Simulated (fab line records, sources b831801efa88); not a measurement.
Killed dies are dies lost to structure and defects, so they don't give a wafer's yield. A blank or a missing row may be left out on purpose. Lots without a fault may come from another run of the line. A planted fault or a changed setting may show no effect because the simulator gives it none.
Which tool did it? | flow sky130 | 15 lots, 45 wafers sampled, at 3 steps of a route of 708

WHAT THE GAUGES READ, wafer by wafer
SKY_VT_ADJUST_LVTN_TW_MEAS_10. Usual: VT_ADJUST_LVTN_TW 241.4, standard deviation 1.1.
lot  | measured     | on            | VT_ADJUST_LVTN_TW | flag
L721 | day 7 10:42  | film_metro-02 | 242.6 241.5 240.6 |
L722 | day 7 13:34  | film_metro-02 | 241.6 241.1 241.2 |
L724 | day 8 08:32  | film_metro-04 | 241.0 241.7 241.7 |
L725 | day 8 15:51  | film_metro-02 | 242.6 242.0 241.6 |
L726 | day 8 19:51  | film_metro-01 | 241.3 241.2 241.0 |
L730 | day 9 20:09  | film_metro-04 | 242.6 242.0 242.0 |
L731 | day 10 02:56 | film_metro-01 | 241.8 241.8 241.4 |
L732 | day 10 10:24 | film_metro-02 | 241.9 241.6 241.6 |
L734 | day 10 22:12 | film_metro-02 | 242.9 240.7 242.7 |
L735 | day 11 04:10 | film_metro-01 | 241.9 240.7 241.3 |
L736 | day 11 10:58 | film_metro-01 | 244.1 242.6 241.8 |
L738 | day 11 23:36 | film_metro-02 | 239.0 238.5 239.9 |
L739 | day 12 05:36 | film_metro-01 | 243.2 242.4 242.7 |
L742 | day 13 02:30 | film_metro-02 | 241.4 241.0 242.2 |
L741 | day 13 04:04 | film_metro-02 | 241.4 241.5 241.2 |

SKY_VT_ADJUST_LVTN_OVL_MEAS_18. Usual: VT_ADJUST_LVTN_01_OVL 2.1 nm, standard deviation 1.6.
lot  | measured     | on         | VT_ADJUST_LVTN_01_OVL (nm) | flag
L721 | day 8 07:31  | overlay-02 | 0.4 1.9 3.5                |
L722 | day 8 09:49  | overlay-01 | 2.2 1.3 0.4                |
L724 | day 9 04:46  | overlay-02 | 5.8 4.1 4.1                |
L725 | day 9 12:01  | overlay-02 | 3.5 3.2 3.4                |
L726 | day 9 16:49  | overlay-02 | 2.3 3.5 3.2                |
L730 | day 10 18:13 | overlay-01 | 1.8 3.5 0.0                |
L731 | day 11 01:44 | overlay-01 | 0.3 0.6 1.3                |
L732 | day 11 09:49 | overlay-01 | 1.5 3.0 2.3                |
L734 | day 11 22:22 | overlay-02 | 1.5 -0.3 2.0               |
L735 | day 12 03:43 | overlay-01 | -0.3 1.0 1.2               |
L736 | day 12 10:10 | overlay-02 | 3.7 3.0 2.8                |
L738 | day 12 22:19 | overlay-02 | 4.9 4.9 3.6                |
L739 | day 13 04:55 | overlay-01 | -1.1 -0.9 -0.1             |
L742 | day 14 03:46 | overlay-02 | 3.0 3.1 3.4                |
L741 | day 14 05:23 | overlay-02 | 0.6 2.1 1.2                |

WHICH TOOL RAN EACH LOT (tool, then ch and the chambers of the sampled wafers, then the start)
lot  | SKY_NWELL_EXPOSE_20
L721 | iline_stepper-02 ch 0, day 5 09:44
L722 | iline_stepper-01 ch 0, day 5 13:08
L724 | iline_stepper-01 ch 0, day 6 06:57
L725 | iline_stepper-01 ch 0, day 6 12:46
L726 | iline_stepper-01 ch 0, day 6 17:04
L730 | iline_stepper-01, day 7 15:44
L731 | iline_stepper-01, day 7 21:44
L732 | iline_stepper-02, day 8 03:26
L734 | iline_stepper-01 ch 0, day 8 15:07
L735 | iline_stepper-02 ch 0, day 8 20:22
L736 | iline_stepper-02 ch 0, day 9 01:08
L738 | iline_stepper-01 ch 0, day 9 13:17
L739 | iline_stepper-01 ch 0, day 9 19:08
L742 | iline_stepper-02 ch 0, day 10 15:14
L741 | iline_stepper-01 ch 0, day 10 15:30
- SKY_NWELL_EXPOSE_20: exposes mask NWM COMPLEMENT, target cd 840 nm.

WHAT THE TOOLS THEMSELVES READ (means of the sampled wafers that have a number; where no wafer has one, the mark that the record gives instead)
SKY_NWELL_EXPOSE_20. Usual: exposure_dose_mJ_cm2 259.95, standard deviation 0.26; focus_offset_nm -0.1 nm, standard deviation 0.51; reticle_temp_C 22.98 C, standard deviation 0.12; stage_vel_mm_s 500.04 mm/s, standard deviation 0.25.
lot  | tool             | exposure_dose_mJ_cm2 | focus_offset_nm (nm) | reticle_temp_C (C) | stage_vel_mm_s (mm/s) | flag
L721 | iline_stepper-02 | 260.03               | -0.2                 | 23.03              | 500.01                |
L722 | iline_stepper-01 | 259.94               | -0.6                 | 23.00              | 500.19                |
L724 | iline_stepper-01 | 259.84               | 0.4                  | 23.04              | 500.23                |
L725 | iline_stepper-01 | 259.83               | -0.1                 | 22.96              | 500.14                |
L726 | iline_stepper-01 | 260.09               | -0.2                 | 23.08              | 500.14                |
L730 | iline_stepper-01 | -                    | -                    | -                  | -                     | OFF
L731 | iline_stepper-01 | -                    | -                    | -                  | -                     | OFF
L732 | iline_stepper-02 | -                    | -                    | -                  | -                     | OFF
L734 | iline_stepper-01 | 260.04               | 0.0                  | 22.82              | 500.04                |
L735 | iline_stepper-02 | 259.80               | 0.0                  | 22.88              | 500.14                |
L736 | iline_stepper-02 | 260.04               | 0.1                  | 22.97              | 499.95                |
L738 | iline_stepper-01 | 259.48               | -0.3                 | 23.05              | 499.80                |
L739 | iline_stepper-01 | 260.22               | 0.7                  | 23.05              | 500.12                |
L742 | iline_stepper-02 | 260.01               | -0.3                 | 23.15              | 500.06                |
L741 | iline_stepper-01 | 259.93               | -0.5                 | 22.92              | 500.42                |

THE ANSWER, worked out from the rows above alone
Rule: a lot is off if the mean of its wafers that have a number lies more than 3 standard deviations from the usual mean. A lot without any number at a reading at which 4 lots or more have one is off too. The other lots that the step has rows for count as sound. The gauges are gone through in route order, then the tools' own readings, and for those a lot's mean is taken as printed above. The first step at which some lot is off is used, and at that step the reading that is off furthest; a lot without a number counts as furthest.
Off: L730, L731, L732, at SKY_NWELL_EXPOSE_20 (exposure_dose_mJ_cm2). Without a number there: L730, L731, L732.
A tool fits if, at that step or a process step before it, it ran every lot that is off, and no sound lot after the first of them. None of those tried fits.

WHAT THE SIMULATOR HAD PUT IN
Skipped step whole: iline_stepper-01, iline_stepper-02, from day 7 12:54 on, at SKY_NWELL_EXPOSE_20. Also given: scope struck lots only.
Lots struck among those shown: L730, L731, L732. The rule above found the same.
